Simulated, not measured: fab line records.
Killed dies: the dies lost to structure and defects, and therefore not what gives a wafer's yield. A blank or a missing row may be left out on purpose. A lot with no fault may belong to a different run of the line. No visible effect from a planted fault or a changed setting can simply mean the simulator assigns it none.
A struck lot beside a sound one	flow sfq_line	15 out of 325 route steps
Sound: the wafers L591.2, L591.3, L591.5. Struck: wafers L600.1, L600.2, L600.3. The cause comes at the end.
For every step that has rows: the tool of each side, followed by ch and its chambers, followed by its first start. Under that, the readings that differ: sound wafers	struck wafers	difference of the means	sigmas: that difference in standard deviations of wafers without a fault.
alike: same words and numbers on both sides, and readings whose means sit less than 2 such deviations apart. not compared: any withheld reading, any reading some wafer has no value for, any bound like >300 that may hide the same value, and any number with overlapping values for which the record gives no deviation.
Wherever a step has rows on one side only, a row that says differs or no value, or a row with sigmas, the two part there. Numbers that have no deviation but don't overlap get no sigmas and don't part them. A reading that every wafer of one side lacks parts them only if that side has two wafers or more.

first, 1 step without rows for these wafers: SFQ_TRILAYER_M7_STRIP_SOLV_CLEAN_182 (cleans in NMP, time 600 s).
SFQ_TRILAYER_I7_DEP_PECVD_183: deposits SiO2 from SiH4/N2O, time 111.11 s, target thk 500 nm.
  sound on pecvd-03 ch 0,1,2, day 83 10:05; struck on pecvd-02 ch 0,1,2, day 86 11:39
  alike: heater_power_w, throttle_valve_pct
  not compared: since_wet_clean_h
SFQ_TRILAYER_I7_CMP_CMP_184: polishes SiO2.
  sound on cmp-02 ch 0,2, day 83 10:10; struck on cmp-02 ch 0,2,3, day 86 12:25
  alike: head_pressure_psi, motor_current_A, platen_rpm, time_to_endpoint_s
SFQ_I7_BOW_MEAS_946:
  sound: film_metro-04 at day 83 13:11; struck: film_metro-02 at day 86 15:25
  alike: I7_BOW
SFQ_TRILAYER_I7_METRO_MEASURE_185:
  sound: film_metro-04 at day 83 13:29; struck: film_metro-02 at day 86 15:32
  alike: thk_nm
then, 6 steps without rows for these wafers: SFQ_TRILAYER_I7_VIA_LITHO_COAT_192 (resist thk 62 nm); SFQ_TRILAYER_I7_VIA_LITHO_COAT_187 (resist thk 650 nm); SFQ_TRILAYER_I7_VIA_LITHO_SOFTBAKE_191; SFQ_TRILAYER_I7_VIA_LITHO_EXPOSE_188 (exposes mask I7, target cd 1000 nm); SFQ_TRILAYER_I7_VIA_LITHO_PEB_190 (peb time 60 s); SFQ_TRILAYER_I7_VIA_LITHO_DEVELOP_189 (time 60 s).
-- the record jumps here: 4 days lie between the struck wafers' starts before and after --
SFQ_I7_OVL_MEAS_947:
  sound: overlay-02 at day 87 21:04; struck: overlay-01 at day 90 16:38
  alike: I7_OVL
SFQ_TRILAYER_I7_VIA_BARC_OPEN_VIA_ETCH_260: etches BARC in O2, target depth 125 nm, time 41.7 s.
  sound on rie_diel-03 ch 0,2,3, day 87 21:06; struck on rie_diel-03 ch 0,1,2, day 90 16:41
reading	sound	struck	difference	sigmas
rf_fwd_power_W (W)	497.7 493.5 492.6	698.5 694.8 692.9	+200.8	+96
model.KrF_of_TRILAYER_I7_VIA_LITHO_COAT_187.thk_nm (nm)	571.1 570.7 571.2	554.8 554.5 557.2	-15.5	
  alike: drypump_motor_current_A, oes_product_au
  not compared: rf_hours_counter_h
SFQ_TRILAYER_I7_VIA_ETCH_VIA_ETCH_190: etches SiO2 in CHF3, stops on Nb, target depth 260 nm.
  sound on rie_diel-03 ch 0,2,3, day 87 21:08; struck on rie_diel-03 ch 0,1,2, day 90 16:43
reading	sound	struck	difference	sigmas
model.KrF_of_TRILAYER_I7_VIA_LITHO_COAT_187.thk_nm (nm)	525.6 525.8 526.8	509.5 509.2 512.6	-15.6	
  alike: drypump_motor_current_A, oes_product_au, rf_fwd_power_W
SFQ_TRILAYER_I7_VIA_STRIP_STRIP_191: strips in O2.
  sound on rie_metal-02 ch 0,1, day 87 21:15; struck on rie_metal-01 ch 0,1, day 90 16:50
  alike: drypump_motor_current_A, oes_product_au
  not compared: rf_hours_counter_h

== WHERE THEY PART ==
Within this record, at SFQ_TRILAYER_I7_VIA_BARC_OPEN_VIA_ETCH_260 only. Later steps at which nothing parts them and some readings are alike: SFQ_TRILAYER_I7_VIA_ETCH_VIA_ETCH_190, SFQ_TRILAYER_I7_VIA_STRIP_STRIP_191.

WHY: what the simulator had put in
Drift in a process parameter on rie_diel-03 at SFQ_TRILAYER_I7_VIA_BARC_OPEN_VIA_ETCH_260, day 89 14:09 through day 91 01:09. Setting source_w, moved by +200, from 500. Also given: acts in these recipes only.
